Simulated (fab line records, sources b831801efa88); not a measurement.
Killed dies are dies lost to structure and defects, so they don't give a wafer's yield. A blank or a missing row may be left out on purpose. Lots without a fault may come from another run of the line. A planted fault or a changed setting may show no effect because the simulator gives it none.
One fault seen from 2 desks | flow sky130 | each desk has only its own numbers; what lay behind them comes last

THE TOOL OWNER'S DESK: cmp-01
The tool's own readings at SKY_VIA3_CMP_24 (polishes, stops on SiO2, t overpolish 20 s, target thk 0 nm): means of the sampled wafers that have a number, for each lot that ran on this tool. A lot is out of limits, marked OUT, if its mean lies more than 4 standard deviations from the usual mean; the brackets give that distance.
Columns: A = motor_current_A at SKY_VIA3_CMP_24, usual 10.6 A; B = overpolish_run_s at SKY_VIA3_CMP_24, usual 20.001 s; C = slurry_filter_dp_kPa at SKY_VIA3_CMP_24, usual 13.52 kPa; D = time_to_endpoint_s at SKY_VIA3_CMP_24, usual 93 s
lot  | first seen here | A    | B                        | C     | D
L397 | day 40 04:48    | 10.5 | 20.000                   | 13.66 | 102
L409 | day 43 17:56    | 10.5 | 6.692 (-99 or more) OUT  | 13.40 | 134 (+8.8) OUT
L411 | day 44 05:41    | 10.9 | 13.349 (-99 or more) OUT | 13.46 | 111
This desk's finding: out of limits on L409, L411; first on L409, day 43 17:56 (overpolish_run_s at SKY_VIA3_CMP_24). In limits: L397.

THE METROLOGY DESK
What the gauges read, lot by lot, whatever tool the lot ran on: means of the sampled wafers that have a number. A lot is out of limits, marked OUT, if its mean lies more than 4 standard deviations from the usual mean; the brackets give that distance.
Columns: A = cd_nm at SKY_METAL4_CD_MEAS_13, usual 299.9 nm
lot  | first seen here | A
L396 | day 42 05:08    | 301.0
L397 | day 42 05:45    | 300.9
L398 | day 42 08:33    | 299.1
L399 | day 42 11:55    | 300.5
L400 | day 42 14:49    | 299.4
L401 | day 43 07:31    | 299.7
L403 | day 43 19:48    | 298.3
L409 | day 45 14:29    | 299.3
L411 | day 46 02:34    | 300.8
L412 | day 46 05:32    | 299.0
L416 | day 46 19:22    | 300.4
L418 | day 47 10:46    | 298.8
This desk's finding: nothing out of limits on any of the 12 lots.

PUT TOGETHER
The tool owner's desk could have raised an alarm at day 43 17:56, on L409, L411.
The metrology desk saw nothing out of limits.
The metrology desk has L409, L411 on record, within its limits.
Of the lots named, all ran SKY_VIA3_CMP_24 on cmp-01.

WHAT THE SIMULATOR HAD PUT IN
Process parameter drift: cmp-01, from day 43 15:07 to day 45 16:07, at SKY_VIA3_CMP_24. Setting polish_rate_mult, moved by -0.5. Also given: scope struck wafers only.
Lots struck among those shown: L409, L411.
Hours from the fault's start to each desk's first reading out of limits: the tool owner's desk, 3.
